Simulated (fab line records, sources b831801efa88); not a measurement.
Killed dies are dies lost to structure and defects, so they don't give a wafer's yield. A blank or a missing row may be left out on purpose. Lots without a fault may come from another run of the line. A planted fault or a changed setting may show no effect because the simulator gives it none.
Which tool did it? | flow gf180mcu | 14 lots, 42 wafers sampled, at 4 steps of a route of 602

WHAT THE GAUGES READ, wafer by wafer
GF_VT_IMPLANT_TW_MEAS_43.
lot  | measured     | on            | VT_IMPLANT_4_TW
L478 | day 7 15:01  | film_metro-03 | 696 701 699
L479 | day 7 20:28  | film_metro-02 | 690 684 688
L480 | day 8 07:44  | film_metro-03 | 704 706 706
L481 | day 8 12:53  | film_metro-02 | 688 683 691
L482 | day 8 15:11  | film_metro-03 | 701 702 704
L483 | day 8 22:43  | film_metro-03 | 703 702 701
L484 | day 9 05:49  | film_metro-03 | 702 701 704
L487 | day 10 02:07 | film_metro-02 | 689 683 687
L488 | day 10 09:20 | film_metro-02 | 685 684 684
L491 | day 11 05:50 | film_metro-01 | 724 721 720
L492 | day 11 14:05 | film_metro-03 | 729 735 736
L495 | day 12 09:25 | film_metro-02 | 685 692 689
L496 | day 12 13:47 | film_metro-01 | 688 685 689
L498 | day 13 05:34 | film_metro-02 | 691 686 685

GF_POLY_GATE_CD_MEAS_18.
lot  | measured     | on        | cd_nm (nm)
L478 | day 9 09:31  | cd_sem-02 | 281.0 282.6 281.4
L479 | day 9 16:39  | cd_sem-02 | 281.7 278.1 282.2
L480 | day 10 00:50 | cd_sem-02 | 279.7 277.8 279.4
L481 | day 10 06:04 | cd_sem-01 | 279.6 278.8 276.9
L482 | day 10 08:54 | cd_sem-01 | 278.3 278.9 280.1
L483 | day 10 17:22 | cd_sem-01 | 283.2 281.9 280.8
L484 | day 11 01:17 | cd_sem-02 | 279.4 282.1 280.8
L487 | day 11 20:58 | cd_sem-02 | 281.9 278.3 278.7
L488 | day 12 06:38 | cd_sem-01 | 282.8 277.4 281.8
L491 | day 13 04:07 | cd_sem-01 | 283.5 283.3 280.1
L492 | day 13 13:19 | cd_sem-01 | 282.5 280.1 279.9
L495 | day 14 10:14 | cd_sem-02 | 280.0 279.5 282.2
L496 | day 14 15:51 | cd_sem-02 | 280.1 277.7 277.6
L498 | day 15 07:53 | cd_sem-01 | 280.5 278.7 279.3

GF_HV_LDD_OVL_MEAS_32.
lot  | measured     | on         | HV_LDD_02_OVL (nm)
L478 | day 11 15:59 | overlay-01 | 1.9 0.9 2.2
L479 | day 11 23:44 | overlay-02 | -0.6 0.9 -2.1
L480 | day 12 08:55 | overlay-01 | -0.1 1.0 -1.2
L481 | day 12 13:52 | overlay-02 | -1.7 -0.3 0.0
L482 | day 12 17:52 | overlay-01 | 1.1 2.0 0.7
L483 | day 13 02:53 | overlay-01 | -0.6 -1.8 -2.2
L484 | day 13 10:51 | overlay-01 | 0.1 -0.6 0.0
L487 | day 14 09:58 | overlay-02 | 1.0 2.1 1.0
L488 | day 14 19:40 | overlay-02 | 1.3 2.4 1.8
L491 | day 15 20:18 | overlay-01 | 3.2 3.4 4.5
L492 | day 16 04:16 | overlay-02 | -2.2 -1.9 -0.6
L495 | day 17 02:40 | overlay-01 | -0.9 -1.2 1.1
L496 | day 17 10:28 | overlay-01 | -1.2 2.0 1.8
L498 | day 18 02:32 | overlay-02 | 2.0 1.6 1.0

WHICH TOOL RAN EACH LOT (tool, then ch and the chambers of the sampled wafers, then the start)
lot  | GF_VT_IMPLANT_IMPLANT_41
L478 | implanter-03 ch 0, day 7 14:47
L479 | implanter-04 ch 0, day 7 20:14
L480 | implanter-04 ch 0, day 8 07:29
L481 | implanter-04 ch 0, day 8 12:38
L482 | implanter-02 ch 0, day 8 14:56
L483 | implanter-03 ch 0, day 8 22:28
L484 | implanter-04 ch 0, day 9 05:34
L487 | implanter-02 ch 0, day 10 01:52
L488 | implanter-03 ch 0, day 10 09:05
L491 | implanter-04 ch 0, day 11 05:35
L492 | implanter-04 ch 0, day 11 13:50
L495 | implanter-02 ch 0, day 12 09:13
L496 | implanter-03 ch 0, day 12 13:32
L498 | implanter-03 ch 0, day 13 05:20
- GF_VT_IMPLANT_IMPLANT_41

WHAT THE TOOLS THEMSELVES READ (means of the sampled wafers that have a number; where no wafer has one, the mark that the record gives instead)
GF_VT_IMPLANT_IMPLANT_41.
lot  | tool         | beam_energy_keV
L478 | implanter-03 | 70.028
L479 | implanter-04 | 70.027
L480 | implanter-04 | 69.997
L481 | implanter-04 | 70.013
L482 | implanter-02 | 69.993
L483 | implanter-03 | 70.007
L484 | implanter-04 | 69.962
L487 | implanter-02 | 69.987
L488 | implanter-03 | 70.006
L491 | implanter-04 | 82.193
L492 | implanter-04 | 82.191
L495 | implanter-02 | 70.013
L496 | implanter-03 | 70.001
L498 | implanter-03 | 70.005

THE ANSWER, worked out from the rows above alone
Rule: what is usual is taken from the lots themselves. Put in order of their means at a reading, lots are off if they are a third of the lots or fewer, leave a main group of 4 or more, and stand apart from it by a gap of 3 or more times the standard deviation of the main group's means; of several such gaps the widest counts. A main group whose means are all the same, to the digits that the tables above print for the reading, isn't used. A lot without any number at a reading at which 4 lots or more have one is off too. The other lots that the step has rows for count as sound. The gauges are gone through in route order, then the tools' own readings, and for those a lot's mean is taken as printed above. The first step at which some lot is off is used, and at that step the reading that is off furthest; a lot without a number counts as furthest.
Off: L491, L492, at GF_VT_IMPLANT_IMPLANT_41 (beam_energy_keV). The main group: mean 70.003, standard deviation 0.017.
A tool fits if, at that step or a process step before it, it ran every lot that is off, and no sound lot after the first of them. One fits: implanter-04 at GF_VT_IMPLANT_IMPLANT_41. Its last sound lot is L484 (day 9 05:34), its first lot that is off L491 (day 11 05:35): a fault that began between those two fits.
The tool's own readings at GF_VT_IMPLANT_IMPLANT_41 bear it out: on the lots that are off they differ by more than 5 times the standard deviation of the sound lots' means. beam_energy_keV reads 82.192 there against 70.003 on the sound lots.

WHAT THE SIMULATOR HAD PUT IN
Process parameter drift: implanter-04, from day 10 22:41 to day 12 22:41, at GF_VT_IMPLANT_IMPLANT_41. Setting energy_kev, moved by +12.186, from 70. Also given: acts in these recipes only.
Lots struck among those shown: L491, L492. The rule above found the same.
